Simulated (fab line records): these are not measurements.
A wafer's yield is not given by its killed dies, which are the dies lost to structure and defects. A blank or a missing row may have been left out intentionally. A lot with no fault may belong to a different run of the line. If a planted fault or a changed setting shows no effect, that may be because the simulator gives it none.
What tool caused it? -- flow sfq line -- 12 lots with 36 wafers sampled at 4 steps, on a route of 325 steps

== WHAT EACH GAUGE READ, for each wafer ==
No reading from a measuring or inspecting step in the record can be judged against a usual standard deviation.

== WHAT TOOL EACH LOT RAN ON (gives the tool, then ch and the chambers of the sampled wafers, and finally the start) ==
lot,SFQ_TRILAYER_L0_STRIP_STRIP_009,SFQ_TRILAYER_M0_LITHO_PEB_024,SFQ_TRILAYER_I0_DEP_PECVD_027,SFQ_TRILAYER_I1_VIA_BARC_OPEN_VIA_ETCH_071
L742,"rie metal-02 ch 0,1, day 2 10:35","litho track-03 ch 0, day 7 15:14","pecvd-04 ch 0,1,2, day 7 16:30","rie diel-04 ch 1,2,3, day 23 18:20"
L743,"rie metal-02 ch 0,1, day 2 12:59","litho track-04 ch 0, day 7 18:48","pecvd-02 ch 0,1,2, day 7 20:06","rie diel-03 ch 1,2,3, day 24 00:20"
L744,"rie metal-03 ch 0,1, day 2 14:11","litho track-03 ch 0, day 7 23:36","pecvd-04 ch 0,1,2, day 8 01:41","rie diel-03 ch 0,1,3, day 24 09:56"
L745,"rie metal-03 ch 0,1, day 2 16:35","litho track-04 ch 0, day 8 10:32","pecvd-02 ch 0,1,2, day 8 11:50","rie diel-03 ch 1,2,3, day 24 20:44"
L746,"rie metal-03 ch 0,1, day 2 18:59","litho track-04 ch 0, day 8 12:56","pecvd-04 ch 1,2, day 8 14:14","rie diel-01 ch 0,2,3, day 24 23:08"
L747,"rie metal-04 ch 0,1, day 2 20:11","litho track-02 ch 0, day 8 20:08","pecvd-02 ch 0,1, day 8 21:26","rie diel-03 ch 0,2,3, day 25 14:44"
L753,"rie metal-04 ch 0,1, day 4 19:13","litho track-03 ch 0, day 11 04:32","pecvd-02 ch 0,1,2, day 11 05:50","rie diel-03 ch 1,2, day 29 04:30"
L755,"rie metal-04 ch 0,1, day 5 06:27","litho track-04 ch 0, day 12 04:32","pecvd-02 ch 0,1,2, day 12 05:57","rie diel-04 ch 2,3, day 30 09:26"
L760,"rie metal-03 ch 0,1, day 7 16:49","litho track-03 ch 0, day 13 20:20","pecvd-01 ch 1,2, day 13 22:23","rie diel-03 ch 0,2,3, day 30 22:38"
L762,"rie metal-03 ch 0,1, day 8 14:32","litho track-03 ch 0, day 14 01:09","pecvd-01 ch 0,1, day 14 02:25","rie diel-04 ch 0,2,3, day 31 03:26"
L763,"rie metal-03 ch 0,1, day 9 00:08","litho track-04 ch 0, day 14 05:54","pecvd-01 ch 0,1,2, day 14 08:10","rie diel-03 ch 0,2,3, day 31 07:02"
L765,"rie metal-03 ch 0,1, day 9 21:44","litho track-03 ch 0, day 19 17:01","pecvd-04 ch 0,1,2, day 19 18:20","rie diel-01 ch 0,1,2, day 33 22:47"
- SFQ_TRILAYER_L0_STRIP_STRIP_009: strips in O2.
- SFQ_TRILAYER_M0_LITHO_PEB_024: peb time 62.16 s.
- SFQ_TRILAYER_I0_DEP_PECVD_027: deposits SiO2 from SiH4/N2O, time 111.11 s, target thk 500 nm.
- SFQ_TRILAYER_I1_VIA_BARC_OPEN_VIA_ETCH_071: etches BARC in O2, target depth 125 nm, time 41.7 s.

== AS READ BY THE TOOLS THEMSELVES (means over the sampled wafers that have a number; for cases with no such wafer, the mark the record gives instead) ==
SFQ_TRILAYER_L0_STRIP_STRIP_009. Usual: drypump motor current A 5.3 A, standard deviation 0.5; oes product au 0.998 a.u., standard deviation 0.009.
lot,tool,drypump motor current A (A),oes product au (a.u.),flag
L742,rie metal-02,5.1,0.993,
L743,rie metal-02,5.1,0.989,
L744,rie metal-03,5.4,1.009,
L745,rie metal-03,5.4,1.007,
L746,rie metal-03,5.4,1.009,
L747,rie metal-04,5.1,0.993,
L753,rie metal-04,5.3,0.991,
L755,rie metal-04,5.1,0.997,
L760,rie metal-03,5.4,1.006,
L762,rie metal-03,5.8,1.008,
L763,rie metal-03,5.4,0.999,
L765,rie metal-03,5.8,1.010,

SFQ_TRILAYER_M0_LITHO_PEB_024. Usual: plate sensor t centre C 115.95 C, standard deviation 0.0094; plate sensor t edge C 116.08 C, standard deviation 0.01.
lot,tool,plate sensor t centre C (C),plate sensor t edge C (C),flag
L742,litho track-03,115.95,116.07,
L743,litho track-04,115.96,116.07,
L744,litho track-03,115.95,116.09,
L745,litho track-04,115.94,116.08,
L746,litho track-04,115.95,116.08,
L747,litho track-02,115.95,116.08,
L753,litho track-03,115.95,116.08,
L755,litho track-04,115.96,116.08,
L760,litho track-03,115.94,116.08,
L762,litho track-03,115.95,116.08,
L763,litho track-04,115.95,116.07,
L765,litho track-03,115.94,116.08,

SFQ_TRILAYER_I0_DEP_PECVD_027. Usual: heater power w 77 W, standard deviation 15; rf fwd power W 182.2 W, standard deviation 0.61; showerhead vpp V 831 V, standard deviation 48; throttle valve pct 24.2 %, standard deviation 1.1.
lot,tool,heater power w (W),rf fwd power W (W),showerhead vpp V (V),throttle valve pct (%),flag
L742,pecvd-04,84,182.4,858,24.8,
L743,pecvd-02,83,182.5,849,24.0,
L744,pecvd-04,88,182.5,855,24.8,
L745,pecvd-02,78,182.6,853,23.9,
L746,pecvd-04,88,182.8,881,24.9,
L747,pecvd-02,85,181.9,862,23.5,
L753,pecvd-02,76,191.9,878,24.1,OFF
L755,pecvd-02,78,191.3,868,24.1,OFF
L760,pecvd-01,53,181.7,798,23.6,
L762,pecvd-01,73,181.9,802,23.9,
L763,pecvd-01,65,182.3,795,23.4,
L765,pecvd-04,87,182.1,843,24.7,

SFQ_TRILAYER_I1_VIA_BARC_OPEN_VIA_ETCH_071. Usual: drypump motor current A 5.9 A, standard deviation 0.32; oes product au 0.685 a.u., standard deviation 0.0043.
lot,tool,drypump motor current A (A),oes product au (a.u.),flag
L742,rie diel-04,5.8,0.686,
L743,rie diel-03,5.7,0.686,
L744,rie diel-03,6.1,0.688,
L745,rie diel-03,5.7,0.685,
L746,rie diel-01,6.1,0.683,
L747,rie diel-03,5.9,0.686,
L753,rie diel-03,5.6,0.685,
L755,rie diel-04,5.6,0.687,
L760,rie diel-03,5.9,0.686,
L762,rie diel-04,5.8,0.685,
L763,rie diel-03,5.9,0.683,
L765,rie diel-01,6.1,0.681,

== THE ANSWER, worked out from the rows above alone ==
Rule: lot off if the mean of its wafers having a number is beyond 3 standard deviations from the usual mean. Also off: a lot with no number at a reading for which 4 or more lots have one. All remaining lots with rows at the step are treated as sound. After the gauges, taken in route order, come the tools' own readings; for these a lot's mean is taken, as printed above. At the first step where some lot is off, the reading lying furthest off is the one used; lots without a number count as furthest.
Off: L753, L755 (SFQ_TRILAYER_I0_DEP_PECVD_027, rf fwd power W).
A tool fits if, at that step or a process step before it, it ran every lot that is off, and no sound lot after the first of them. 2 tools fit, rie metal-04 at SFQ_TRILAYER_L0_STRIP_STRIP_009 and pecvd-02 at SFQ_TRILAYER_I0_DEP_PECVD_027, so this cannot tell which one it is.

== WHAT THE SIMULATOR PUT IN ==
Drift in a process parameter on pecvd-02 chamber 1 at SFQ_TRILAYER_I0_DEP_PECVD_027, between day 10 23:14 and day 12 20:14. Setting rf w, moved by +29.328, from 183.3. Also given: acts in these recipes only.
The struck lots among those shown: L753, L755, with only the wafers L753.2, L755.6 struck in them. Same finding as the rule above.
